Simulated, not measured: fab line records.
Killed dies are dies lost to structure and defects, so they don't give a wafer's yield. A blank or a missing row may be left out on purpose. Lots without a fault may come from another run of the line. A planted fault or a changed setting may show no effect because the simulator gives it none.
A struck lot beside a sound one | flow gf180mcu | 14 out of 602 route steps
Sound: wafers L849.3, L849.4, L849.5. Wafers L855.2, L855.3, L855.6 were the ones struck. Last of all comes the cause.
For every step that has rows: the tool of each side, followed by ch and its chambers, followed by its first start. Under that, the readings that differ: sound wafers | struck wafers | difference of the means | sigmas: that difference in standard deviations of wafers without a fault.
alike: a reading whose means differ by less than 2 such deviations, as well as words and numbers matching on both sides. not compared: withheld readings; readings where some wafer has no value; bounds like >300 that might hide an equal value; numbers whose values overlap and for which the record gives no deviation.
Wherever a step has rows on one side only, a row that says differs or no value, or a row with sigmas, the two part there. When numbers do not overlap yet have no deviation, they are printed without sigmas and do not part them. Lack of a reading on every wafer of one side parts them only where that side has two or more wafers.

first, 2 steps without rows for these wafers: GF_VT_IMPLANT_PEB_27; GF_VT_IMPLANT_DEVELOP_28 (develop time 60 s).
GF_VT_IMPLANT_OVL_MEAS_29:
  sound on overlay-01 at day 8 18:47; struck on overlay-01 at day 10 02:28
  alike: VT_IMPLANT_02_OVL
next, for these wafers, 1 step has no rows: GF_VT_IMPLANT_IMPLANT_30.
GF_VT_IMPLANT_STRIP_31: strips in O2/N2.
  sound on plasma-asher-01 ch 0,1, day 8 18:59; struck on plasma-asher-03 ch 0, day 10 02:39
  reading            | sound       | struck      | difference | sigmas
  heater-power-w (W) | 309 296 301 | 407 409 414 | +108       | +3
  alike: drypump-motor-current-A, n2-flow-sccm, oes-product-au, strip-time-to-endpoint-s
  not compared: rf-hours-counter-h
GF_VT_IMPLANT_TW_MEAS_32:
  sound on film-metro-02 at day 8 19:04; struck on film-metro-03 at day 10 02:46
  alike: VT_IMPLANT_3_TW
then, 6 steps without rows for these wafers: GF_VT_IMPLANT_DEHYDRATE_33 (time 60 s); GF_VT_IMPLANT_HMDS_34 (prime time 60 s); GF_VT_IMPLANT_COAT_35 (resist thk 1000 nm); GF_VT_IMPLANT_SOFTBAKE_36 (time 60 s); GF_VT_IMPLANT_EXPOSE_37 (exposes mask Nwell HV AREA, target cd 860 nm); GF_VT_IMPLANT_PEB_38.
GF_VT_IMPLANT_DEVELOP_39: develop time 60 s.
  sound on litho-track-03 ch 0, day 9 12:31; struck on litho-track-04, day 10 20:35
  no value came back on the struck wafers for chill-plate-temp-C (C), develop-time-s (s); on the sound wafers chill-plate-temp-C (C) reads 22.98 22.96 22.94
GF_VT_IMPLANT_OVL_MEAS_40:
  sound on overlay-02 at day 9 12:38; struck on overlay-02 at day 10 20:43
  reading                | sound       | struck | difference                    | sigmas
  VT_IMPLANT_03_OVL (nm) | 0.6 0.4 1.7 | - - -  | no value on the struck wafers |

== WHERE THEY PART ==
Last at GF_VT_IMPLANT_OVL_MEAS_40 as far as this record goes, first at GF_VT_IMPLANT_STRIP_31.

WHY: what had been put in by the simulator
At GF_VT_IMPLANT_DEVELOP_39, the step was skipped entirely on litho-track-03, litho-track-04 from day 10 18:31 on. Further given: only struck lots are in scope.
